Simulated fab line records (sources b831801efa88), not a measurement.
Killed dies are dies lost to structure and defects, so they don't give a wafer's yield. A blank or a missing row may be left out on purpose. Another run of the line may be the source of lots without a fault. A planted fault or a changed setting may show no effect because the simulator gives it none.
What tool caused it? + flow gf180mcu + route of 602 steps, sampled at 1 step: 11 lots, 33 wafers

WHAT EACH GAUGE READ, for each wafer
GF_V1_BOW_MEAS_05.
| lot  | measured     | on            | V1_BOW (um) |
|------|--------------|---------------|-------------|
| L165 | day 17 20:26 | film metro-03 | 86 86 104   |
| L168 | day 18 12:52 | film metro-04 | 85 83 88    |
| L169 | day 19 05:23 | film metro-01 | 91 80 75    |
| L170 | day 19 10:05 | film metro-04 | 71 86 75    |
| L174 | day 21 05:01 | film metro-04 | 82 77 74    |
| L176 | day 22 10:25 | film metro-04 | 89 80 82    |
| L178 | day 23 01:34 | film metro-03 | 78 64 85    |
| L182 | day 23 17:42 | film metro-03 | 86 88 80    |
| L185 | day 24 16:05 | film metro-01 | 95 103 89   |
| L186 | day 24 22:35 | film metro-03 | 80 77 87    |
| L187 | day 25 02:47 | film metro-03 | 86 88 85    |

TOOL THAT RAN EACH LOT (tool first, then ch and the chambers of the sampled wafers, then the start)
No process step before these readings appears in the record.

THE ANSWER, worked out from the rows above alone
Rule: the usual values come from the lots themselves. The widest of any qualifying gaps counts: lots, ordered by their means at a reading, are off when they make up no more than a third of the lots, leave a main group of 4 or more, and stand apart from it by 3 or more times the standard deviation of that group's means. The tables above print the reading to a certain number of digits; a main group whose means all agree to those digits is not used. Also off: a lot with no number at a reading for which 4 or more lots have one. Where the step has rows for the other lots, those lots are counted as sound.
No lot is off at any reading shown: from this, nothing can be told.

WHAT HAD BEEN PUT IN BY THE SIMULATOR
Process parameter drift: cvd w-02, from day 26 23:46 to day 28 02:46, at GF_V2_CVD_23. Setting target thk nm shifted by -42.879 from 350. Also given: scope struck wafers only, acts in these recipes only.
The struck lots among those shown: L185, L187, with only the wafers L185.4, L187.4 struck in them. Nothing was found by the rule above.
